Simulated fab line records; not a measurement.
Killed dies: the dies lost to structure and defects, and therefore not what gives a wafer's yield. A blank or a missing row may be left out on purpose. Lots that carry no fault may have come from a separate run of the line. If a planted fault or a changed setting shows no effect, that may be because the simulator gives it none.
Chamber matching | flow sfq-line | cmp-02 running SFQ_TRILAYER_I4_CMP_CMP_100: 4 sister chambers
The step polishes SiO2. 14 wafers are shown with their chamber, then 7 later ones without.

EACH WAFER AND ITS CHAMBER
wafer  | chamber | motor-current-A (A) | time-to-endpoint-s (s)
L962.3 | 3       | 10.5                | 206
L962.4 | 0       | 9.2                 | 206
L962.5 | 0       | 9.1                 | 212
L964.1 | 2       | 12.2                | 209
L964.5 | 0       | 8.8                 | 215
L964.6 | 3       | 10.6                | 224
L967.1 | 1       | 11.3                | 214
L967.3 | 0       | 9.2                 | 216
L967.4 | 3       | 11.1                | 214
L971.4 | 0       | 9.1                 | 220
L971.3 | 2       | 11.3                | 210
L971.6 | 1       | 10.7                | 229
L973.2 | 3       | 11.0                | 207
L973.3 | 2       | 11.5                | 206

SIGNATURES (means of the wafers above)
reading            | chamber 0 | chamber 1 | chamber 2 | chamber 3 | scatter within a chamber
motor-current-A    | 9.080     | 11.000    | 11.667    | 10.800    | 0.315
time-to-endpoint-s | 213.80    | 221.50    | 208.33    | 212.75    | 6.61
Rule: for a wafer and a chamber, the distance is found by dividing, reading by reading, the gap between the wafer's reading and the chamber's mean by the reading's scatter, squaring, summing and taking the root. The wafer belongs to the nearest chamber; if the next one is less than 2 further off, it can't be placed. How the scatter is found: for the shown wafers, subtract from each reading the mean of its chamber, square and add these, divide the total by (wafers less chambers), then take the root.

WAFERS WHOSE CHAMBER IS MISSING
wafer  | motor-current-A (A) | time-to-endpoint-s (s)
L973.6 | 11.9                | 211
L978.2 | 9.3                 | 207
L978.3 | 10.9                | 205
L978.5 | 10.7                | 208
L979.2 | 11.8                | 199
L979.4 | 11.1                | 209
L979.6 | 9.0                 | 214

THE CHAMBER EACH PASSED THROUGH
wafer  | from the rows above          | in truth
L973.6 | 2                            | 2
L978.2 | 0                            | 0
L978.3 | can't be placed: 3 or 2 or 1 | 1
L978.5 | can't be placed: 3 or 1      | 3
L979.2 | 2                            | 2
L979.4 | can't be placed: 3 or 2 or 1 | 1
L979.6 | 0                            | 0
Placed correctly: 4 of 7. Unplaceable from these rows: 3, with the true chamber sitting among the candidates in 3. Number placed wrongly: 0.
